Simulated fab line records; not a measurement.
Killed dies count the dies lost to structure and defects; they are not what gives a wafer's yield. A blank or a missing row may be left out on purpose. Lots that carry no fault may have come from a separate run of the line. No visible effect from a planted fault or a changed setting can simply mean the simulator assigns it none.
Which tool is to blame? + flow sky130 + Sampling: 6 lots, 16 wafers, 2 of 708 route steps

WHAT THE GAUGES SHOWED, per wafer
SKY_FIELD_ISO_THK_MEAS_25.
| lot  | measured    | on            | FIELD_ISO_CVD_24_THK (nm) |
|------|-------------|---------------|---------------------------|
| L319 | day 3 03:12 | film metro-04 | 588 587 580               |
| L321 | day 3 14:32 | film metro-04 | 597 593 602               |
| L324 | day 4 05:38 | film metro-02 | 595 600 599               |
| L328 | day 5 00:16 | film metro-04 | 594 589 588               |
| L334 | day 6 06:11 | film metro-02 | 836 836                   |
| L339 | day 7 08:17 | film metro-04 | 586 588 829 586 589 830   |

EACH LOT AND THE TOOL THAT RAN IT (in order: tool; ch and the chambers of the sampled wafers; start)
| lot  | SKY_FIELD_ISO_CVD_24            |
|------|---------------------------------|
| L319 | hdpcvd-01 ch 0,2, day 3 03:08   |
| L321 | hdpcvd-02 ch 0,1,2, day 3 14:28 |
| L324 | hdpcvd-02 ch 0,1,2, day 4 05:34 |
| L328 | hdpcvd-01 ch 1,2, day 5 00:10   |
| L334 | hdpcvd-01 ch 0, day 6 06:08     |
| L339 | hdpcvd-01 ch 0,1, day 7 08:12   |
- SKY_FIELD_ISO_CVD_24: deposits SiO2, target thk 595 nm, time 99.2 s.

THE ANSWER, worked out from the rows above alone
Rule: usual is defined by the lots themselves. Put in order of their means at a reading, lots are off if they are a third of the lots or fewer, leave a main group of 4 or more, and stand apart from it by a gap of 3 or more times the standard deviation of the main group's means; of several such gaps the widest counts. A main group whose means are all the same, to the digits that the tables above print for the reading, isn't used. A lot without any number at a reading at which 4 lots or more have one is off too. Where the step has rows for the other lots, those lots are counted as sound.
Off: L334, L339, at SKY_FIELD_ISO_THK_MEAS_25 (FIELD_ISO_CVD_24_THK). The main group: mean 593 nm, standard deviation 5.3.
If a tool, at a process step before that reading, ran all the lots that are off and no sound lot after the first of them, it fits. Gauges at SKY_FIELD_ISO_THK_MEAS_25: tried the same way as those tools. One candidate fits, namely hdpcvd-01 at SKY_FIELD_ISO_CVD_24. A fault onset in the window from L328 (day 5 00:10, its last sound lot) to L334 (day 6 06:08, its first lot off) fits.

WHAT HAD BEEN PUT IN BY THE SIMULATOR
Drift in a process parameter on hdpcvd-01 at SKY_FIELD_ISO_CVD_24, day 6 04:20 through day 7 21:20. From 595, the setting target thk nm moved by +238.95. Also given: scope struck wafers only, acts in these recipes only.
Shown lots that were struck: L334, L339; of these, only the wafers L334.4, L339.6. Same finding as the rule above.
